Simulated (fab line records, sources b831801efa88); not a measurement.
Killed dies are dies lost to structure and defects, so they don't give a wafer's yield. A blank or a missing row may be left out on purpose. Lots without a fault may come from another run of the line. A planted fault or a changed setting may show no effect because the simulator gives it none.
One fault seen from 2 desks | flow sky130 | each desk has only its own numbers; what lay behind them comes last

THE TOOL OWNER'S DESK: pecvd-03
The tool's own readings at SKY_PASSIVATION_CVD_00 (deposits SiO2, target thk 90 nm): means of the sampled wafers that have a number, for each lot that ran on this tool. A lot is out of limits, marked OUT, if its mean lies more than 4 standard deviations from the usual mean; the brackets give that distance.
Columns: A = heater_power_w at SKY_PASSIVATION_CVD_00, usual 672 W
lot  | first seen here | A
L386 | day 43 19:05    | 602
L391 | day 45 02:56    | 840
L392 | day 45 08:58    | 690
L398 | day 46 22:14    | 770
This desk's finding: nothing out of limits on any of the 4 lots.

THE METROLOGY DESK
What the gauges read, lot by lot, whatever tool the lot ran on: means of the sampled wafers that have a number. A lot is out of limits, marked OUT, if its mean lies more than 4 standard deviations from the usual mean; the brackets give that distance.
Columns: A = VIA3_HDPCVD_THK at SKY_VIA3_THK_MEAS_01, usual 1638 nm; B = cd_nm at SKY_VIA3_CD_MEAS_12, usual 199.9 nm; C = PASSIVATION_CVD_00_THK at SKY_PASSIVATION_THK_MEAS_01, usual 89.7 nm
lot  | first seen here | A    | B     | C
L386 | day 38 13:55    | 1642 | 200.1 | 89.9
L388 | day 39 14:38    | 1629 | 198.9 | 89.3
L389 | day 39 15:46    | 1631 | 198.5 | 90.8
L390 | day 39 17:31    | 1636 | 198.1 | 88.7
L391 | day 40 03:10    | 1638 | 199.8 | 90.0
L392 | day 40 10:31    | 1633 | 197.9 | 89.5
L394 | day 40 23:20    | 1634 | 198.4 | 90.8
L397 | day 41 20:48    | 1645 | 200.0 | 90.1
L398 | day 42 02:16    | 1618 | 199.5 | 86.7
L403 | day 43 14:55    | 1641 | 198.4 | 89.0
L405 | day 44 00:15    | 1641 | 199.6 | 88.8
L408 | day 45 15:02    | 1619 | 200.0 | 89.3
This desk's finding: nothing out of limits on any of the 12 lots.

PUT TOGETHER
The tool owner's desk saw nothing out of limits.
The metrology desk saw nothing out of limits.

WHAT THE SIMULATOR HAD PUT IN
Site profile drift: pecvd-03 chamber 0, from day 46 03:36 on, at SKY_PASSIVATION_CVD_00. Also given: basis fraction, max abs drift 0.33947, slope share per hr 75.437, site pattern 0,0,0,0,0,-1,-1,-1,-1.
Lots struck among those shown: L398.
